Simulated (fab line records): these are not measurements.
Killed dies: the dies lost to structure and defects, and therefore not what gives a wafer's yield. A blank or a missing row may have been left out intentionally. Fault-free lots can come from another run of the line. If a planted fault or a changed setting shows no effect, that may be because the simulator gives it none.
fab line records    flow sky130
record lots=11  wafers=33  lastDay=51
route steps=708 shown SPACER@306 POLY_CUT@315 SD_N@353 SD_P@359 PAD_OPEN@708
lots untouched by any fault: they come from a run of this same line in which no faults occurred
startH: the number of hours between the record's first day and the start of the first shown wafer of the lot    waitH: hours from the lot's prior step to this one    " unchanged from the row above    L1.1+2: a row that stands for several wafers    - either no value or no given start    * or withheld: withheld    < > ~ a bound
route shown NAME@n: names a module that has steps shown in the file, with the first one's number in the route    usual: mean/standard deviation taken from wafers without a fault    same: alike in all rows    chamber/n: place in a boat    sites: the reading at each site    _std_site: how widely they spread, as a standard deviation    _edge_site: inner sites' mean taken away from outer sites' mean    radiusMm: how far each site lies from the wafer's centre    mask NAME#n: copy n    behind: the most recent tool/chamber to have shaped the wafer    hold: the reason the lot was held/the length of the hold in hours/how it ended    device: the n, p or np transistor that did not switch    end of line: the tests these same wafers got at the end of their route    a step given without rows: its recipe and nothing more    killed: the dies lost at the first sort to structure and to defects; this is not the yield of the wafer    map: per-die view of a wafer (x killed, . not killed, _ where there is no die)
set.NAME: the setting the step ran with; set.NAME@STEP: the setting that earlier step ran with    model.NAME: the simulator's own value behind a step, which no gauge read
one table for each step of the route and one row for each wafer, over a sample of lots
services: when a tool's chamber went out of use (startH, in hours from the record's first day, below 0 if earlier), for how many hours, and the reason
## steps
# step SKY_SPACER_ETCHBACK_02
# recipe chemistry=CH3F/O2  target=Si3N4  stopOn=SiO2  sourceW=400  biasW=80  pressureMtorr=25  ch3fFlowSccm=40  O2_flow_sccm=30  timeS=46.7  targetDepthA=450
# usual drypumpMotorCurrentA=5.7/0.48  oesProductAu=0.855/0.0065  rfFwdPowerW=396.2/1.6  throttleValvePct=10.563/0.0085
# same timeS=46.7
lot.wafer  tool        chamber  startH  waitH  drypumpMotorCurrentA  oesProductAu  rfFwdPowerW  rfHoursCounterH  throttleValvePct
L652.1     rieDiel-03  1        532.75  0.1    5.1                   0.867         398.0        3                10.553
L652.4     "           2        "       "      5.4                   0.857         396.4        13               10.562
L652.5     "           3        "       "      6.2                   0.874         400.4        -                10.590
L653.1     rieDiel-04  0        540.81  0.1    5.3                   0.862         397.6        6                10.563
L653.3     "           3        "       "      5.6                   0.864         396.1        1                10.553
L653.5     "           3        "       "      5.6                   0.855         396.1        -                10.570
L654.1     rieDiel-04  3        554.11  0.1    5.6                   0.859         393.3        1                10.566
L654.2     "           0        "       "      5.3                   0.859         396.0        7                10.566
L654.5     "           0        "       "      5.3                   0.857         397.7        -                10.573
L655.1     rieDiel-02  2        561.36  0.1    5.4                   0.865         395.2        50               10.570
L655.3     "           0        "       "      6.1                   0.857         395.6        60               10.558
L655.5     "           2        "       "      5.4                   0.852         395.4        -                10.565
L661.2     rieDiel-04  2        611.57  0.0    5.4                   0.849         397.6        11               10.571
L661.3     "           0        "       "      5.4                   0.848         396.7        8                10.556
L661.5     "           1        "       "      4.9                   0.853         397.5        -                10.571
L663.3     rieDiel-02  3        631.35  0.0    6.4                   0.851         396.7        39               10.550
L663.4     "           2        "       "      5.4                   0.855         395.0        51               10.563
L663.5     "           1        "       "      6.2                   0.855         394.5        -                10.565
L668.3     rieDiel-02  3        668.66  0.0    6.4                   0.843         397.2        40               10.557
L668.4     "           1        "       "      6.2                   0.854         393.7        -                10.561
L668.6     "           3        "       "      6.4                   0.853         397.5        -                10.545
L670.1     rieDiel-02  2        685.70  0.1    5.4                   0.857         392.0        52               10.559
L670.3     "           3        "       "      6.4                   0.847         397.2        41               10.542
L670.4     "           2        "       "      5.4                   0.858         392.1        -                10.575
L672.2     rieDiel-03  2        706.39  0.0    5.4                   0.858         398.8        17               10.575
L672.4     "           3        "       "      6.3                   0.856         400.7        38               10.549
L672.5     "           2        "       "      5.4                   0.862         397.6        -                10.563
L673.2     rieDiel-04  2        710.00  0.0    5.4                   0.847         399.1        14               10.560
L673.4     "           3        "       "      5.6                   0.856         398.0        5                10.563
L673.5     "           1        "       "      4.9                   0.854         397.2        -                10.566
L674.1     rieDiel-02  0        746.51  0.1    6.1                   0.845         396.2        2                10.563
L674.3     "           2        "       "      5.4                   0.847         394.5        0                10.574
L674.6     "           2        "       "      5.4                   0.849         395.1        -                10.561
# step SKY_POLY_CUT_CD_MEAS_08
# recipe targetCdNm=270
# usual cdNm=269.8/1.7
lot.wafer  tool      chamber  startH  waitH  cdNm
L652.1     cdSem-01  -        562.43  -      269.1
L652.4     "         -        "       "      268.3
L652.5     "         -        "       "      270.3
L653.1     cdSem-01  -        570.40  -      269.8
L653.3     "         -        "       "      268.8
L653.5     "         -        "       "      269.5
L654.1     cdSem-01  -        584.18  -      273.9
L654.2     "         -        "       "      273.4
L654.5     "         -        "       "      273.3
L655.1     cdSem-02  -        590.65  -      268.6
L655.3     "         -        "       "      269.0
L655.5     "         -        "       "      268.7
L661.2     cdSem-02  -        640.17  -      268.4
L661.3     "         -        "       "      267.7
L661.5     "         -        "       "      267.4
L663.3     cdSem-01  -        660.02  -      268.2
L663.4     "         -        "       "      269.5
L663.5     "         -        "       "      269.3
L668.3     cdSem-01  -        696.37  -      268.7
L668.4     "         -        "       "      268.9
L668.6     "         -        "       "      270.0
L670.1     cdSem-01  -        713.08  -      274.9
L670.3     "         -        "       "      272.1
L670.4     "         -        "       "      273.5
L672.2     cdSem-02  -        733.26  -      266.9
L672.4     "         -        "       "      268.7
L672.5     "         -        "       "      268.6
L673.2     cdSem-01  -        737.07  -      268.2
L673.4     "         -        "       "      269.9
L673.5     "         -        "       "      269.2
L674.1     cdSem-01  -        774.19  -      270.1
L674.3     "         -        "       "      270.0
L674.6     "         -        "       "      269.9
# step SKY_SD_N_STRIP_11
# recipe chemistry=O2/N2  powerW=1400  pressureMtorr=1500  platenTempC=withheld  o2FlowSccm=3000  n2FlowSccm=300  overashFraction=0.5
# usual drypumpMotorCurrentA=5.6/0.45  oesProductAu=0.527/0.0049  stripTimeToEndpointS=22.55/0.036
lot.wafer  tool            chamber  startH  waitH  drypumpMotorCurrentA  oesProductAu  rfHoursCounterH  stripTimeToEndpointS
L652.1     plasmaAsher-02  0        650.89  0.1    6.3                   0.539         94               22.55
L652.4     "               0        "       "      6.3                   0.525         -                22.53
L652.5     "               0        "       "      6.3                   0.520         -                22.57
L653.1     plasmaAsher-02  0        657.45  0.1    6.3                   0.523         95               22.53
L653.3     "               0        "       "      6.2                   0.523         -                22.51
L653.5     "               1        "       "      5.1                   0.523         -                22.50
L654.1     plasmaAsher-04  0        670.75  0.1    5.2                   0.526         24               22.50
L654.2     "               1        "       "      5.1                   0.523         24               22.54
L654.5     "               1        "       "      5.1                   0.516         -                22.54
L655.1     plasmaAsher-02  1        677.70  0.1    5.1                   0.519         97               22.57
L655.3     "               0        "       "      6.3                   0.534         -                22.55
L655.5     "               1        "       "      5.1                   0.519         -                22.55
L661.2     plasmaAsher-03  1        725.91  0.1    5.6                   0.522         92               22.51
L661.3     "               0        "       "      5.7                   0.531         -                22.50
L661.5     "               0        "       "      5.7                   0.535         -                22.47
L663.3     plasmaAsher-02  1        744.62  0.1    5.1                   0.534         -                22.57
L663.4     "               0        "       "      6.2                   0.527         -                22.56
L663.5     "               1        "       "      5.1                   0.521         -                22.55
L668.3     plasmaAsher-03  1        778.62  0.1    5.6                   0.527         -                22.55
L668.4     "               0        "       "      5.7                   0.524         -                22.56
L668.6     "               0        "       "      5.7                   0.526         -                22.53
L670.1     plasmaAsher-02  1        793.98  0.1    5.1                   0.529         5                22.55
L670.3     "               0        "       "      6.3                   0.528         -                22.52
L670.4     "               1        "       "      5.1                   0.534         -                22.53
L672.2     plasmaAsher-02  0        814.16  0.1    6.3                   0.530         7                22.51
L672.4     "               1        "       "      5.1                   0.517         -                22.56
L672.5     "               0        "       "      6.3                   0.529         -                22.52
L673.2     plasmaAsher-04  1        817.00  0.1    5.1                   0.534         36               22.45
L673.4     "               1        "       "      5.1                   0.523         -                22.54
L673.5     "               0        "       "      5.2                   0.523         -                22.53
L674.1     plasmaAsher-02  0        852.94  0.1    6.3                   0.528         11               22.51
L674.3     "               0        "       "      6.3                   0.526         -                22.51
L674.6     "               0        "       "      6.2                   0.529         -                22.54
# step SKY_SD_N_RTA_14
# recipe tempC=1075  timeS=2  idleTempC=650  rampUpCPerS=150  rampDownCPerS=90  ambient=N2
# usual lampPowerPct=15.73/0.05  wafer_temp_C_max=1077.8/1.3
# same timeS=2
lot.wafer  tool          chamber  startH  waitH  lampPowerPct  wafer_temp_C_max
L652.1     rtpAnneal-01  0        651.10  0.0    15.78         1076.1
L652.4     "             0        "       "      15.68         1076.6
L652.5     "             0        "       "      15.77         1079.8
L653.1     rtpAnneal-02  0        657.67  0.0    15.77         1079.6
L653.3     "             0        "       "      15.73         1078.6
L653.5     "             0        "       "      15.77         1077.1
L654.1     rtpAnneal-01  0        670.97  0.0    15.83         1075.9
L654.2     "             0        "       "      15.72         1076.2
L654.5     "             0        "       "      15.77         1078.5
L655.1     rtpAnneal-02  0        677.91  0.0    15.74         1077.4
L655.3     "             0        "       "      15.78         1078.2
L655.5     "             0        "       "      15.72         1075.7
L661.2     rtpAnneal-02  0        726.13  0.0    15.32         1055.9
L661.3     "             0        "       "      15.31         1057.0
L661.5     "             0        "       "      15.33         1058.7
L663.3     rtpAnneal-02  0        744.82  0.0    15.32         1058.6
L663.4     "             0        "       "      15.30         1058.1
L663.5     "             0        "       "      15.35         1057.7
L668.3     rtpAnneal-01  0        778.82  0.0    15.77         1078.3
L668.4     "             0        "       "      15.65         1076.3
L668.6     "             0        "       "      15.66         1077.6
L670.1     rtpAnneal-01  0        794.19  0.0    15.75         1076.8
L670.3     "             0        "       "      15.65         1076.8
L670.4     "             0        "       "      15.75         1077.6
L672.2     rtpAnneal-01  0        814.38  0.0    15.74         1078.1
L672.4     "             0        "       "      15.76         1076.1
L672.5     "             0        "       "      15.74         1078.5
L673.2     rtpAnneal-02  0        817.22  0.0    15.63         1078.0
L673.4     "             0        "       "      15.73         1076.0
L673.5     "             0        "       "      15.79         1076.5
L674.1     rtpAnneal-02  0        853.15  0.0    15.75         1077.0
L674.3     "             0        "       "      15.80         1077.5
L674.6     "             0        "       "      15.70         1079.4
# step SKY_SD_N_RS_MEAS_16
# recipe thkMeasGauge=four-point-probe
# usual SD_N_RS=68.52/0.14
lot.wafer  tool          chamber  startH  waitH  SD_N_RS[ohm/sq]
L652.1     filmMetro-02  -        651.27  0.1    68.47
L652.4     "             -        "       "      68.43
L652.5     "             -        "       "      68.37
L653.1     filmMetro-03  -        657.84  0.1    68.60
L653.3     "             -        "       "      68.51
L653.5     "             -        "       "      68.54
L654.1     filmMetro-03  -        671.19  0.1    68.30
L654.2     "             -        "       "      68.53
L654.5     "             -        "       "      68.36
L655.1     filmMetro-02  -        678.09  0.1    68.34
L655.3     "             -        "       "      68.32
L655.5     "             -        "       "      68.51
L661.2     filmMetro-01  -        726.31  0.1    71.50
L661.3     "             -        "       "      71.55
L661.5     "             -        "       "      71.81
L663.3     filmMetro-01  -        745.02  0.1    71.78
L663.4     "             -        "       "      71.66
L663.5     "             -        "       "      71.75
L668.3     filmMetro-02  -        779.01  0.1    68.52
L668.4     "             -        "       "      68.47
L668.6     "             -        "       "      68.49
L670.1     filmMetro-01  -        794.36  0.1    68.68
L670.3     "             -        "       "      68.48
L670.4     "             -        "       "      68.63
L672.2     filmMetro-01  -        814.56  0.1    68.75
L672.4     "             -        "       "      68.79
L672.5     "             -        "       "      68.68
L673.2     filmMetro-03  -        817.41  0.1    68.58
L673.4     "             -        "       "      68.60
L673.5     "             -        "       "      68.42
L674.1     filmMetro-01  -        853.32  0.1    68.70
L674.3     "             -        "       "      68.82
L674.6     "             -        "       "      68.54
# step SKY_SD_N_RS_MEAS_17
# recipe thkMeasGauge=four-point-probe
# usual SD_P_RS=147.0/0.3
lot.wafer  tool          chamber  startH  waitH  SD_P_RS[ohm/sq]
L652.1     filmMetro-02  -        651.39  0.1    146.5
L652.4     "             -        "       "      146.6
L652.5     "             -        "       "      147.0
L653.1     filmMetro-03  -        657.96  0.1    147.2
L653.3     "             -        "       "      147.1
L653.5     "             -        "       "      147.2
L654.1     filmMetro-03  -        671.31  0.1    146.8
L654.2     "             -        "       "      147.0
L654.5     "             -        "       "      146.5
L655.1     filmMetro-02  -        678.21  0.1    146.9
L655.3     "             -        "       "      146.6
L655.5     "             -        "       "      147.0
L661.2     filmMetro-01  -        726.43  0.1    164.1
L661.3     "             -        "       "      164.5
L661.5     "             -        "       "      164.8
L663.3     filmMetro-01  -        745.14  0.1    164.4
L663.4     "             -        "       "      164.3
L663.5     "             -        "       "      164.3
L668.3     filmMetro-02  -        779.13  0.1    147.0
L668.4     "             -        "       "      146.9
L668.6     "             -        "       "      146.8
L670.1     filmMetro-01  -        794.48  0.1    147.5
L670.3     "             -        "       "      147.4
L670.4     "             -        "       "      147.1
L672.2     filmMetro-01  -        814.68  0.1    147.5
L672.4     "             -        "       "      147.1
L672.5     "             -        "       "      147.6
L673.2     filmMetro-03  -        817.53  0.1    147.4
L673.4     "             -        "       "      147.2
L673.5     "             -        "       "      147.2
L674.1     filmMetro-01  -        853.44  0.1    147.1
L674.3     "             -        "       "      146.6
L674.6     "             -        "       "      146.8
# step SKY_PAD_OPEN_PROBE_99
# usual killed_at_M0_to_M3=43/6.5  killed_at_M4_up=3.1/1.8  killedAtContacts=24/5.6  killedAtFrontEnd=15/4.2  killedAtOther=0.3/0.5  killedDies=86/8.9  killedOnRim=17/4.3  killedOpen=47/6.9  killedShort=39/5.9
# same grossDies=492  killedAtBackSide=0
lot.wafer  tool       chamber  startH   waitH  killed_at_M0_to_M3  killed_at_M4_up  killedAtContacts  killedAtFrontEnd  killedAtOther  killedDies  killedOnRim  killedOpen  killedShort
L655.1     prober-01  -        1096.98  0.1    39                  4                27                11                0              81          14           42          39
L655.3     prober-01  -        1097.08  0.2    43                  4                25                21                0              93          18           50          43
L655.5     prober-01  -        1097.18  0.2    34                  1                24                17                0              76          21           32          44
L661.2     prober-02  -        1129.44  0.1    51                  1                21                15                1              89          17           46          43
L661.3     prober-02  -        1129.49  0.2    42                  5                40                14                0              101         22           62          39
L661.5     prober-02  -        1129.59  0.2    53                  1                25                10                2              91          19           50          41
L663.3     prober-02  -        1145.38  0.2    47                  3                30                14                0              94          24           57          37
L663.4     prober-02  -        1145.43  0.2    54                  0                24                17                1              96          23           64          32
L663.5     prober-02  -        1145.48  0.2    37                  5                25                13                0              80          18           42          38
L668.3     prober-01  -        1167.41  0.2    37                  2                30                14                0              83          16           48          35
L668.4     prober-01  -        1167.46  0.2    45                  6                21                21                0              93          16           50          43
L668.6     prober-01  -        1167.56  0.2    48                  5                32                11                0              96          23           53          43
# killed by level:class
L655.1 CONTACT:geometricParticle:open=12 VIA1:geometricParticle:open=9 METAL1:geometricParticle:short=8 VIA3:geometricParticle:open=7 CONTACT:geometricParticle:short=5 LI_CONTACT:geometricParticle:short=4 LOCAL_INTERCONNECT:geometricParticle:short=4 VIA1:geometricParticle:short=4
L655.3 VIA1:geometricParticle:open=12 CONTACT:geometricParticle:open=10 LI_CONTACT:geometricParticle:open=7 METAL2:geometricParticle:short=7 POLY_GATE:geometricParticle:open=6 VIA3:geometricParticle:open=6 FIELD_ISO:geometricParticle:short=5 FIELD_ISO:geometricParticle:open=4
L655.5 CONTACT:geometricParticle:open=7 CONTACT:geometricParticle:short=7 METAL2:geometricParticle:short=7 VIA1:geometricParticle:open=6 VIA3:geometricParticle:open=6 LOCAL_INTERCONNECT:geometricParticle:short=5 POLY_GATE:geometricParticle:short=4 METAL1:geometricParticle:short=4
L661.2 VIA1:geometricParticle:open=13 METAL1:geometricParticle:short=10 FIELD_ISO:geometricParticle:short=7 LI_CONTACT:geometricParticle:open=7 FIELD_ISO:geometricParticle:open=6 CONTACT:geometricParticle:open=6 VIA2:geometricParticle:open=6 METAL2:geometricParticle:short=5
L661.3 CONTACT:geometricParticle:open=24 VIA1:geometricParticle:open=11 METAL1:geometricParticle:short=10 VIA3:geometricParticle:open=7 POLY_GATE:geometricParticle:open=5 LI_CONTACT:geometricParticle:short=5 LI_CONTACT:geometricParticle:open=4 CONTACT:geometricParticle:short=4
L661.5 VIA1:geometricParticle:open=14 METAL2:geometricParticle:short=10 CONTACT:geometricParticle:open=9 VIA3:geometricParticle:open=6 VIA2:geometricParticle:open=6 FIELD_ISO:geometricParticle:short=4 LI_CONTACT:geometricParticle:open=4 LI_CONTACT:geometricParticle:short=4
L663.3 VIA1:geometricParticle:open=13 LI_CONTACT:geometricParticle:open=10 CONTACT:geometricParticle:open=7 VIA3:geometricParticle:open=6 VIA2:geometricParticle:open=5 FIELD_ISO:geometricParticle:open=4 CONTACT:geometricParticle:short=4 LOCAL_INTERCONNECT:geometricParticle:open=4
L663.4 VIA1:geometricParticle:open=17 VIA2:geometricParticle:open=10 CONTACT:geometricParticle:open=8 LI_CONTACT:geometricParticle:open=8 FIELD_ISO:geometricParticle:open=7 METAL2:geometricParticle:short=6 VIA3:geometricParticle:open=6 METAL1:geometricParticle:short=5
L663.5 CONTACT:geometricParticle:open=8 VIA1:geometricParticle:open=8 VIA1:geometricParticle:short=7 VIA3:geometricParticle:open=6 CONTACT:geometricParticle:short=5 VIA2:geometricParticle:open=5 LI_CONTACT:geometricParticle:short=4 LI_CONTACT:geometricParticle:open=4
L668.3 LI_CONTACT:geometricParticle:open=12 VIA1:geometricParticle:open=8 LOCAL_INTERCONNECT:geometricParticle:short=7 VIA2:geometricParticle:open=6 CONTACT:geometricParticle:open=5 FIELD_ISO:geometricParticle:short=4 METAL1:geometricParticle:short=4 VIA3:geometricParticle:open=4
L668.4 VIA1:geometricParticle:open=16 VIA2:geometricParticle:open=9 LI_CONTACT:geometricParticle:open=8 FIELD_ISO:geometricParticle:short=7 POLY_GATE:geometricParticle:short=6 METAL1:geometricParticle:short=5 CONTACT:geometricParticle:short=4 VIA1:geometricParticle:short=3
L668.6 LI_CONTACT:geometricParticle:open=11 VIA1:geometricParticle:open=11 CONTACT:geometricParticle:open=10 VIA1:geometricParticle:short=8 METAL2:geometricParticle:short=6 VIA2:geometricParticle:open=6 FIELD_ISO:geometricParticle:open=4 LOCAL_INTERCONNECT:geometricParticle:short=4
## services
tool            chamber  startH  hours  kind
rieDiel-04      2        512.38  11.4   repair
rieDiel-04      3        519.84  4.3    repair
rieDiel-04      2        535.93  11.7   repair
rieDiel-04      2        549.98  9.6    repair
rieDiel-04      1        552.43  8.3    repair
plasmaAsher-02  -        618.76  0.7    repair
rieDiel-02      0        620.46  4.4    repair
rieDiel-04      1        649.29  3.6    repair
rieDiel-02      1        653.04  5.7    repair
rieDiel-04      3        659.07  3.4    repair
rieDiel-04      1        665.35  6.5    repair
rieDiel-04      3        680.43  1.2    repair
rieDiel-04      0        691.29  6.7    repair
rieDiel-02      2        701.54  5.8    repair
rieDiel-02      3        708.49  2.4    repair
rieDiel-04      -        710.96  0.4    repair
rieDiel-04      3        711.32  10.7   repair
plasmaAsher-02  -        733.80  9.0    pm
rieDiel-04      3        745.15  2.8    repair
rieDiel-04      3        756.04  2.6    repair
rieDiel-04      2        775.56  3.5    repair
rieDiel-02      2        787.87  7.6    repair
rieDiel-02      0        811.91  2.8    repair
rieDiel-04      2        812.05  1.5    repair
## key
firstSign step=SKY_SD_N_RTA_14  reading=wafer_temp_C_max  direction=down  sigmas=16  usual=*  struck=*
effect step=SKY_SD_N_RTA_14  reading=lampPowerPct  direction=down  sigmas=8.3  usual=15.73  struck=15.32
effect step=SKY_SD_N_RS_MEAS_16  reading=SD_N_RS  direction=up  sigmas=23  usual=68.52  struck=71.68
effect step=SKY_SD_N_RS_MEAS_17  reading=SD_P_RS  direction=up  sigmas=58  usual=147.0  struck=164.4
metAt SKY_SD_N_RTA_14
struckLots L661,L663
testerLeftOut L661,L663
notActingAt SKY_SPACER_ETCHBACK_02,SKY_POLY_CUT_CD_MEAS_08,SKY_SD_N_STRIP_11
onsetBetween 677.91 726.13
fault kind=processParameterDrift  tool=rtpAnneal-02  chamber=-  onsetH=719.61  steps=SKY_SD_N_RTA_14  channel=tempC  offset=*  shape=step  endH=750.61  actsIn=*  stated=*
# testerLeftOut: of these lots the tester's yield and bins aren't shown, on N5 and GAA mostly nor the transistor test; their killed dies are dies lost to structure and defects alone, not to doping, threshold or leakage, so they don't give the yield
